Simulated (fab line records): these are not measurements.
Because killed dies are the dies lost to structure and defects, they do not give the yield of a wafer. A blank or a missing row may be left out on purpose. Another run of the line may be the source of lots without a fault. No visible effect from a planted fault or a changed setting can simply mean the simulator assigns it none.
fab line records	flow sfq-line
record lots=14	wafers=42	last-day=78
route steps=325 shown M5@204 M6@253 I6@266
lots untouched by any fault: they come from a run of this same line in which no faults occurred
start-h: start of the lot's first displayed wafer, in hours after the record's first day	wait-h: time in hours since the lot's previous step	" identical to the entry in the row above	L1.1+2: a single row standing in for several wafers	- no value present, or no start provided	* or withheld: withheld	< > ~ a bound
route shown NAME@n: NAME is a module with steps in the file, n the number in the route of the first one	usual: average and standard deviation across the fault-free wafers	same: alike in all rows	chamber/n: place in a boat	sites: per-site readings	_std_site: how widely they spread, as a standard deviation	_edge_site: outer sites' mean less inner sites'	radius-mm: how far each site lies from the wafer's centre	mask NAME#n: copy n	behind: the last tool/chamber to shape the wafer	hold: reason for holding the lot/hours on hold/outcome of the hold	device: which transistor (n, p or np) failed to switch	end of line: the tests these same wafers got at the end of their route	where a step has no rows: the recipe by itself	killed: count of dies lost to structure and defects at first sort (not the wafer's yield)	map: shows each die of a wafer: x if killed, . if not, _ if none is there
set.NAME: the setting as run; set.NAME@STEP: as run at that earlier step	model.NAME: the simulator's own value behind a step, which no gauge read
the route's steps for a sample of lots (tables are steps, rows are wafers)
services: the hour from which a tool's chamber was out of use, counted from the record's first day as start-h (under 0 if before that day), plus the number of hours and why
## steps
# step SFQ_M5_OVL_MEAS_932
# usual M5_OVL=0/5.2
lot.wafer	tool	chamber	start-h	wait-h	M5_OVL[nm]
L430.1	overlay-01	-	1057.45	0.1	1
L430.2	"	-	"	"	5
L430.6	"	-	"	"	-3
L431.2	overlay-02	-	1068.26	0.1	-6
L431.3	"	-	"	"	-8
L431.6	"	-	"	"	-6
L433.1	overlay-02	-	1085.05	0.1	6
L433.2	"	-	"	"	7
L433.3	"	-	"	"	10
L434.3	overlay-01	-	1112.66	0.1	0
L434.5	"	-	"	"	-9
L434.6	"	-	"	"	-6
L435.1	overlay-02	-	1122.25	0.1	-1
L435.3	"	-	"	"	2
L435.6	"	-	"	"	0
L437.3	overlay-01	-	1145.06	0.1	0
L437.5	"	-	"	"	3
L437.6	"	-	"	"	11
L438.2	overlay-01	-	1152.26	0.1	-1
L438.3	"	-	"	"	7
L438.4	"	-	"	"	1
L439.1	overlay-01	-	1164.25	0.1	7
L439.2	"	-	"	"	4
L439.6	"	-	"	"	0
L443.2	overlay-01	-	1183.46	0.1	-3
L443.4	"	-	"	"	-7
L443.6	"	-	"	"	-6
L448.1	overlay-02	-	1220.55	0.1	-4
L448.2	"	-	"	"	-1
L448.4	"	-	"	"	-6
L449.2	overlay-01	-	1234.00	0.1	4
L449.4	"	-	"	"	2
L449.6	"	-	"	"	12
L450.1	overlay-01	-	1241.20	0.1	1
L450.3	"	-	"	"	4
L450.4	"	-	"	"	3
L451.1	overlay-01	-	1242.40	0.1	-7
L451.4	"	-	"	"	-2
L451.5	"	-	"	"	-3
L453.3	overlay-02	-	1252.01	0.1	3
L453.4	"	-	"	"	2
L453.6	"	-	"	"	-1
# step SFQ_M6_RS_MEAS_938
# recipe thk-meas-gauge=four-point-probe	reads=Nb_of_TRILAYER_M6_DEP_SPUTTER_157
# usual M6_NB_RS=0.890/0.011
lot.wafer	tool	chamber	start-h	wait-h	M6_NB_RS[ohm/sq]
L430.1	film-metro-04	-	1297.63	0.0	0.905
L430.2	"	-	"	"	0.903
L430.6	"	-	"	"	0.893
L431.2	film-metro-03	-	1309.65	0.1	0.889
L431.3	"	-	"	"	0.900
L431.6	"	-	"	"	0.906
L433.1	film-metro-01	-	1326.64	0.0	0.885
L433.2	"	-	"	"	0.887
L433.3	"	-	"	"	0.898
L434.3	film-metro-03	-	1344.02	0.1	0.885
L434.5	"	-	"	"	0.897
L434.6	"	-	"	"	0.886
L435.1	film-metro-04	-	1351.35	0.0	0.913
L435.3	"	-	"	"	0.893
L435.6	"	-	"	"	0.890
L437.3	film-metro-03	-	1380.63	0.1	0.894
L437.5	"	-	"	"	0.891
L437.6	"	-	"	"	0.895
L438.2	film-metro-04	-	1387.62	0.1	0.890
L438.3	"	-	"	"	0.895
L438.4	"	-	"	"	0.876
L439.1	film-metro-03	-	1394.80	0.0	0.894
L439.2	"	-	"	"	0.895
L439.6	"	-	"	"	0.899
L443.2	film-metro-03	-	1416.20	0.1	0.883
L443.4	"	-	"	"	0.886
L443.6	"	-	"	"	0.889
L448.1	film-metro-03	-	1446.33	0.0	0.868
L448.2	"	-	"	"	0.865
L448.4	"	-	"	"	0.877
L449.2	film-metro-01	-	1457.15	0.1	0.907
L449.4	"	-	"	"	0.908
L449.6	"	-	"	"	0.904
L450.1	film-metro-04	-	1461.93	0.0	0.894
L450.3	"	-	"	"	0.894
L450.4	"	-	"	"	0.883
L451.1	film-metro-04	-	1463.73	0.0	0.887
L451.4	"	-	"	"	0.887
L451.5	"	-	"	"	0.884
L453.3	film-metro-01	-	1476.97	0.1	0.886
L453.4	"	-	"	"	0.893
L453.6	"	-	"	"	0.898
# step SFQ_TRILAYER_I6_DEP_PECVD_165
# recipe material=SiO2	temp-c=150	time-s=111.11	pressure-torr=2.4	rf-w=183.3	precursor=SiH4/N2O	target-thk-nm=500
# usual heater-power-w=73/15	rf-fwd-power-W=182.4/0.59	showerhead-vpp-V=828/43	throttle-valve-pct=24.6/1.4
lot.wafer	tool	chamber	start-h	wait-h	heater-power-w	rf-fwd-power-W	showerhead-vpp-V	since-wet-clean-h	throttle-valve-pct
L430.1	pecvd-01	0	1336.46	0.0	72	182.0	864	6	22.4
L430.2	"	1	"	"	103	182.0	736	6	23.2
L430.6	"	0	"	"	79	181.3	862	-	22.5
L431.2	pecvd-01	1	1344.62	0.0	101	181.8	732	14	23.3
L431.3	"	0	"	"	75	183.5	853	-	22.5
L431.6	"	0	"	"	79	183.3	874	-	22.3
L433.1	pecvd-02	0	1360.37	0.0	48	182.4	836	1152	24.2
L433.2	"	1	"	"	68	182.5	862	1152	26.1
L433.3	"	2	"	"	60	181.4	840	1152	25.7
L434.3	pecvd-02	1	1372.03	0.0	66	182.1	872	1164	25.9
L434.5	"	2	"	"	65	182.0	827	-	25.9
L434.6	"	1	"	"	68	181.9	860	-	25.7
L435.1	pecvd-02	1	1378.02	0.0	68	182.8	882	1170	25.8
L435.3	"	0	"	"	57	183.1	844	1170	24.2
L435.6	"	1	"	"	55	182.5	869	-	26.0
L437.3	pecvd-01	2	1401.67	0.0	83	183.2	809	71	23.3
L437.5	"	2	"	"	86	182.6	805	-	23.2
L437.6	"	1	"	"	90	183.6	724	-	23.5
L438.2	pecvd-03	0	1410.07	0.0	81	182.6	795	832	22.8
L438.3	"	2	"	"	73	181.7	851	832	26.8
L438.4	"	1	"	"	93	183.2	839	-	25.0
L439.1	pecvd-03	0	1414.87	0.0	73	182.0	793	837	22.9
L439.2	"	1	"	"	84	183.3	848	837	24.9
L439.6	"	2	"	"	72	182.1	864	-	26.9
L443.2	pecvd-01	2	1430.05	0.0	88	182.8	828	99	23.7
L443.4	"	1	"	"	87	183.1	721	-	23.7
L443.6	"	2	"	"	91	182.6	819	-	23.5
L448.1	pecvd-02	1	1458.02	0.0	88	109.4	664	1250	25.9
L448.2	"	2	"	"	89	107.8	656	1250	26.0
L448.4	"	0	"	"	77	108.8	643	-	24.4
L449.2	pecvd-03	0	1466.42	0.0	70	182.4	779	889	22.9
L449.4	"	2	"	"	63	182.9	852	-	27.2
L449.6	"	1	"	"	85	183.1	844	-	25.0
L450.1	pecvd-02	1	1471.07	0.0	91	109.8	677	1263	26.0
L450.3	"	2	"	"	92	109.5	644	1263	25.9
L450.4	"	2	"	"	93	108.3	652	-	25.7
L451.1	pecvd-01	1	1473.21	0.0	94	181.9	734	142	24.0
L451.4	"	2	"	"	76	182.0	809	-	23.7
L451.5	"	0	"	"	80	183.0	869	-	23.1
L453.3	pecvd-03	2	1484.01	0.0	65	182.5	846	906	27.2
L453.4	"	2	"	"	67	182.1	862	-	26.9
L453.6	"	1	"	"	93	182.4	853	-	25.2
# step SFQ_TRILAYER_I6_CMP_CMP_166
# recipe material=SiO2	down-force-psi=3	platen-rpm=60	pad-velocity-m-s=0.94248
# usual motor-current-A=10.5/1	retaining-ring-pressure-frac=0.999/0.0048	time-to-endpoint-s=212/8.2
lot.wafer	tool	chamber	start-h	wait-h	motor-current-A	retaining-ring-pressure-frac	time-to-endpoint-s
L430.2	cmp-02	2	1389.11	52.6	9.6	1.005	223
L430.1	"	3	"	"	11.6	1.002	199
L430.6	"	0	"	"	10.1	1.011	209
L431.2	cmp-02	2	1394.11	49.5	9.8	1.005	219
L431.3	"	0	1395.11	50.4	10.3	1.007	209
L431.6	"	2	1396.11	51.4	9.4	1.008	212
L433.2	cmp-02	1	1415.11	54.7	9.4	1.005	205
L433.1	"	2	"	"	9.5	0.991	216
L433.3	"	0	1416.61	56.2	9.8	0.989	217
L434.3	cmp-02	3	1424.11	52.0	11.3	1.005	199
L434.6	"	3	1426.11	54.0	10.9	0.998	202
L434.5	"	0	"	"	9.4	1.002	217
L435.1	cmp-02	0	1430.11	52.1	9.6	1.001	206
L435.3	"	2	1431.11	53.1	9.7	1.000	213
L435.6	"	1	1432.61	54.5	9.8	0.992	207
L437.3	cmp-02	1	1453.11	51.4	9.3	1.000	212
L437.5	"	3	1454.11	52.4	10.7	0.996	213
L437.6	"	0	"	"	9.6	0.993	227
L438.3	cmp-02	0	1461.11	51.0	9.6	0.990	209
L438.2	"	2	1462.11	52.0	9.6	0.995	211
L438.4	"	3	"	"	11.6	0.999	205
L439.1	cmp-01	1	1465.26	50.4	13.4	0.995	225
L439.2	"	3	1466.26	51.4	11.4	1.003	213
L439.6	"	0	"	"	10.6	1.002	214
L443.2	cmp-02	3	1476.61	46.5	10.8	0.997	199
L443.4	"	1	1477.61	47.5	9.3	0.994	210
L443.6	"	2	"	"	9.9	1.007	209
L448.2	cmp-01	1	1496.60	38.5	12.5	0.999	159
L448.4	"	2	"	"	10.5	1.006	152
L448.1	"	3	"	"	10.8	0.998	152
L449.2	cmp-02	3	1500.11	33.6	10.6	0.999	206
L449.4	"	2	1501.61	35.1	9.8	0.996	225
L449.6	"	3	"	"	11.7	0.995	208
L450.1	cmp-02	3	1503.11	32.0	11.1	0.997	139
L450.4	"	0	"	"	9.7	0.994	162
L450.3	"	1	"	"	9.9	0.994	157
L451.4	cmp-01	2	1506.60	33.3	10.9	0.997	207
L451.1	"	3	"	"	11.5	1.001	210
L451.5	"	0	"	"	10.4	0.997	204
L453.4	cmp-01	3	1514.60	30.5	10.8	1.002	215
L453.3	"	1	1515.60	31.6	12.7	1.000	212
L453.6	"	0	1517.10	33.0	11.3	0.996	215
# step SFQ_TRILAYER_I6_METRO_MEASURE_167
# usual thk-nm=199.8/1.1
lot.wafer	tool	chamber	start-h	wait-h	thk-nm
L430.1	film-metro-03	-	1391.23	0.1	198.4
L430.2	"	-	"	"	201.0
L430.6	"	-	"	"	200.9
L431.2	film-metro-04	-	1397.43	0.3	200.8
L431.3	"	-	"	"	199.6
L431.6	"	-	"	"	199.2
L433.1	film-metro-03	-	1418.23	0.1	201.3
L433.2	"	-	"	"	200.2
L433.3	"	-	"	"	200.7
L434.3	film-metro-04	-	1427.63	0.5	198.1
L434.5	"	-	"	"	199.8
L434.6	"	-	"	"	198.4
L435.1	film-metro-04	-	1433.23	0.1	201.1
L435.3	"	-	"	"	201.8
L435.6	"	-	"	"	200.8
L437.3	film-metro-02	-	1455.63	0.5	201.0
L437.5	"	-	"	"	200.1
L437.6	"	-	"	"	201.1
L438.2	film-metro-02	-	1464.43	0.3	199.7
L438.3	"	-	"	"	199.1
L438.4	"	-	"	"	197.7
L439.1	film-metro-04	-	1467.88	0.1	199.9
L439.2	"	-	"	"	199.7
L439.6	"	-	"	"	201.3
L443.2	film-metro-02	-	1479.43	0.3	199.4
L443.4	"	-	"	"	199.7
L443.6	"	-	"	"	201.0
L448.1	film-metro-03	-	1499.72	0.1	200.3
L448.2	"	-	"	"	200.5
L448.4	"	-	"	"	199.6
L449.2	film-metro-02	-	1503.43	0.3	196.9
L449.4	"	-	"	"	200.7
L449.6	"	-	"	"	197.4
L450.1	film-metro-04	-	1506.23	0.1	198.2
L450.3	"	-	"	"	199.3
L450.4	"	-	"	"	199.0
L451.1	film-metro-02	-	1508.72	0.1	199.0
L451.4	"	-	"	"	198.5
L451.5	"	-	"	"	199.5
L453.3	film-metro-04	-	1518.12	0.5	199.9
L453.4	"	-	"	"	200.1
L453.6	"	-	"	"	199.4
## services
tool	chamber	start-h	hours	kind
cmp-02	-	1313.84	0.5	repair
pecvd-01	-	1316.75	14.0	pm
cmp-02	-	1320.09	0.9	repair
cmp-02	-	1324.72	5.0	pm
pecvd-01	2	1332.15	13.8	repair
cmp-01	-	1336.51	2.5	repair
film-metro-03	-	1341.67	0.8	pm
cmp-02	-	1362.26	1.9	repair
pecvd-01	-	1374.35	1.0	repair
cmp-01	-	1378.01	3.6	repair
film-metro-04	-	1379.84	5.4	pm
film-metro-02	-	1382.22	32.0	pm
pecvd-01	-	1397.68	1.1	repair
cmp-01	-	1401.63	3.1	repair
cmp-01	-	1404.77	11.0	pm
film-metro-04	-	1409.68	0.5	pm
film-metro-04	-	1420.77	1.1	pm
cmp-01	-	1433.80	10.0	pm
film-metro-02	-	1434.75	0.7	pm
cmp-02	-	1436.11	4.0	pm
film-metro-04	-	1487.41	0.6	pm
pecvd-02	-	1509.79	4.3	pm
pecvd-02	-	1514.17	0.4	repair
pecvd-02	-	1517.39	2.8	pm
## key
first-sign step=SFQ_TRILAYER_I6_DEP_PECVD_165	reading=rf-fwd-power-W	direction=down	sigmas=99+	usual=182.4	struck=108.9
effect step=SFQ_TRILAYER_I6_DEP_PECVD_165	reading=showerhead-vpp-V	direction=down	sigmas=4	usual=828	struck=656
effect step=SFQ_TRILAYER_I6_CMP_CMP_166	reading=time-to-endpoint-s	direction=down	sigmas=7.2	usual=*	struck=*
met-at SFQ_TRILAYER_I6_DEP_PECVD_165
struck-lots L448,L450
not-acting-at SFQ_M5_OVL_MEAS_932,SFQ_M6_RS_MEAS_938,SFQ_TRILAYER_I6_METRO_MEASURE_167
onset-between 1378.02 1458.02
fault kind=process-parameter-drift	tool=pecvd-02	chamber=-	onset-h=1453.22	steps=SFQ_TRILAYER_I6_DEP_PECVD_165	channel=rf-w	offset=-73.32	shape=step	end-h=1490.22	acts-in=these-recipes-only	stated=183.3
